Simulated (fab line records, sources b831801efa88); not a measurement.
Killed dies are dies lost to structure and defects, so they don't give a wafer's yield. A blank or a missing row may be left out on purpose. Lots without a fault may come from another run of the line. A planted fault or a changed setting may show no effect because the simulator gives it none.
Which tool did it? | flow gf180mcu | 13 lots, 39 wafers sampled, at 5 steps of a route of 602

WHAT THE GAUGES READ, wafer by wafer
GF_SAB_THK_MEAS_01. Usual: SAB_CVD_00_THK 50.1 nm, standard deviation 0.73.
lot  | measured     | on            | SAB_CVD_00_THK (nm) | flag
L536 | day 14 06:54 | film_metro-01 | 50.4 51.0 51.6      |
L537 | day 14 17:53 | film_metro-01 | 50.7 50.0 51.2      |
L538 | day 15 07:46 | film_metro-01 | 50.0 51.1 50.9      |
L539 | day 15 10:39 | film_metro-01 | 49.9 49.6 50.5      |
L545 | day 17 11:09 | film_metro-02 | 45.1 50.2 50.7      |
L546 | day 17 23:38 | film_metro-02 | 44.5 50.3 50.5      |
L553 | day 20 06:03 | film_metro-02 | 47.8 49.3 49.3      |
L554 | day 20 13:11 | film_metro-01 | 49.6 49.9 49.7      |
L555 | day 20 23:13 | film_metro-01 | 50.6 51.3 51.1      |
L556 | day 21 09:15 | film_metro-02 | 49.4 49.5 49.6      |
L557 | day 21 17:55 | film_metro-04 | 49.4 49.2 51.1      |
L558 | day 22 01:41 | film_metro-02 | 50.1 51.1 51.4      |
L559 | day 22 03:32 | film_metro-04 | 49.3 50.8 50.1      |

GF_CONTACT_THK_MEAS_01. Usual: CONTACT_CVD_00_THK 301 nm, standard deviation 3.1.
lot  | measured     | on            | CONTACT_CVD_00_THK (nm) | flag
L536 | day 15 04:56 | film_metro-04 | 305 304 304             |
L537 | day 15 16:26 | film_metro-03 | 301 308 306             |
L538 | day 16 06:30 | film_metro-02 | 302 304 302             |
L539 | day 16 09:08 | film_metro-03 | 298 298 302             |
L545 | day 18 11:54 | film_metro-03 | 304 302 303             |
L546 | day 19 00:26 | film_metro-02 | 299 297 300             |
L553 | day 21 07:20 | film_metro-04 | 296 292 296             |
L554 | day 21 14:14 | film_metro-02 | 300 300 304             |
L555 | day 22 00:02 | film_metro-04 | 298 299 301             |
L556 | day 22 09:55 | film_metro-03 | 303 300 307             |
L557 | day 22 18:14 | film_metro-02 | 299 300 301             |
L558 | day 23 02:00 | film_metro-04 | 301 301 299             |
L559 | day 23 03:31 | film_metro-03 | 295 300 297             |

GF_V1_CD_MEAS_14: target cd 260 nm. Usual: cd_nm 260.0 nm, standard deviation 1.
lot  | measured     | on        | cd_nm (nm)        | flag
L536 | day 18 04:04 | cd_sem-02 | 260.6 260.5 260.4 |
L537 | day 18 17:58 | cd_sem-02 | 260.4 260.6 260.4 |
L538 | day 19 07:35 | cd_sem-02 | 260.1 260.4 260.3 |
L539 | day 19 10:26 | cd_sem-02 | 260.7 260.0 261.6 |
L545 | day 21 16:41 | cd_sem-02 | 258.4 256.3 258.5 |
L546 | day 22 04:34 | cd_sem-01 | 260.6 259.4 259.7 |
L553 | day 24 07:44 | cd_sem-02 | 258.8 258.8 258.7 |
L554 | day 24 13:53 | cd_sem-01 | 261.9 262.5 261.7 |
L555 | day 24 22:35 | cd_sem-01 | 260.3 259.3 261.8 |
L556 | day 25 08:18 | cd_sem-02 | 260.4 260.7 260.5 |
L557 | day 25 16:20 | cd_sem-01 | 260.0 259.5 259.8 |
L558 | day 25 23:29 | cd_sem-01 | 261.1 260.8 259.7 |
L559 | day 25 23:44 | cd_sem-01 | 260.3 258.5 261.0 |

GF_M2_RS_MEAS_05: measures by four-point-probe. Usual: M2_ALCU_RS 0.0696 ohm/sq, standard deviation 0.0007.
lot  | measured     | on            | M2_ALCU_RS (ohm/sq)  | flag
L536 | day 18 05:49 | film_metro-04 | 0.0697 0.0687 0.0700 |
L537 | day 18 19:44 | film_metro-03 | 0.0697 0.0706 0.0705 |
L538 | day 19 09:20 | film_metro-03 | 0.0688 0.0691 0.0684 |
L539 | day 19 12:10 | film_metro-03 | 0.0700 0.0700 0.0702 |
L545 | day 21 18:25 | film_metro-01 | 0.0682 0.0696 0.0689 |
L546 | day 22 06:19 | film_metro-01 | 0.0698 0.0695 0.0696 |
L553 | day 24 09:28 | film_metro-01 | 0.0695 0.0709 0.0693 |
L554 | day 24 15:37 | film_metro-03 | 0.0689 0.0693 0.0691 |
L555 | day 25 00:25 | film_metro-03 | 0.0706 0.0702 0.0696 |
L556 | day 25 10:02 | film_metro-03 | 0.0695 0.0684 0.0690 |
L557 | day 25 18:06 | film_metro-04 | 0.0692 0.0698 0.0693 |
L558 | day 26 01:26 | film_metro-04 | 0.0691 0.0698 0.0698 |
L559 | day 26 01:31 | film_metro-03 | 0.0717 0.0705 0.0712 |

WHICH TOOL RAN EACH LOT (tool, then ch and the chambers of the sampled wafers, then the start)
lot  | GF_SAB_CVD_00
L536 | pecvd-02 ch 0,1,2, day 14 06:52
L537 | pecvd-02 ch 0,1, day 14 17:52
L538 | pecvd-03 ch 0,1,2, day 15 07:44
L539 | pecvd-02 ch 0,1,2, day 15 10:38
L545 | pecvd-02 ch 1,2, day 17 11:08
L546 | pecvd-02 ch 1,2, day 17 23:37
L553 | pecvd-01 ch 0,1, day 20 06:02
L554 | pecvd-01 ch 1,2, day 20 13:10
L555 | pecvd-02 ch 0,2, day 20 23:08
L556 | pecvd-03 ch 1,2, day 21 09:14
L557 | pecvd-01 ch 0,1,2, day 21 17:53
L558 | pecvd-02 ch 0,2, day 22 01:38
L559 | pecvd-01 ch 0,1,2, day 22 03:31
- GF_SAB_CVD_00: deposits SiO2 from TEOS, target thk 50 nm, time 4.9302 s.

WHAT THE TOOLS THEMSELVES READ (means of the sampled wafers that have a number; where no wafer has one, the mark that the record gives instead)
GF_SAB_CVD_00. Usual: heater_power_outer_w 372 W, standard deviation 51; heater_power_w 642 W, standard deviation 70.
lot  | tool     | heater_power_outer_w (W) | heater_power_w (W) | flag
L536 | pecvd-02 | 378                      | 654                |
L537 | pecvd-02 | 335                      | 614                |
L538 | pecvd-03 | 309                      | 571                |
L539 | pecvd-02 | 387                      | 637                |
L545 | pecvd-02 | 422                      | 686                |
L546 | pecvd-02 | 379                      | 616                |
L553 | pecvd-01 | 402                      | 676                |
L554 | pecvd-01 | 404                      | 698                |
L555 | pecvd-02 | 363                      | 631                |
L556 | pecvd-03 | 319                      | 577                |
L557 | pecvd-01 | 418                      | 725                |
L558 | pecvd-02 | 345                      | 615                |
L559 | pecvd-01 | 397                      | 666                |

THE ANSWER, worked out from the rows above alone
Rule: a lot is off if the mean of its wafers that have a number lies more than 3 standard deviations from the usual mean. A lot without any number at a reading at which 4 lots or more have one is off too. The other lots that the step has rows for count as sound. The gauges are gone through in route order, then the tools' own readings, and for those a lot's mean is taken as printed above. The first step at which some lot is off is used, and at that step the reading that is off furthest; a lot without a number counts as furthest.
No lot is off at any reading shown: from this, nothing can be told.

WHAT THE SIMULATOR HAD PUT IN
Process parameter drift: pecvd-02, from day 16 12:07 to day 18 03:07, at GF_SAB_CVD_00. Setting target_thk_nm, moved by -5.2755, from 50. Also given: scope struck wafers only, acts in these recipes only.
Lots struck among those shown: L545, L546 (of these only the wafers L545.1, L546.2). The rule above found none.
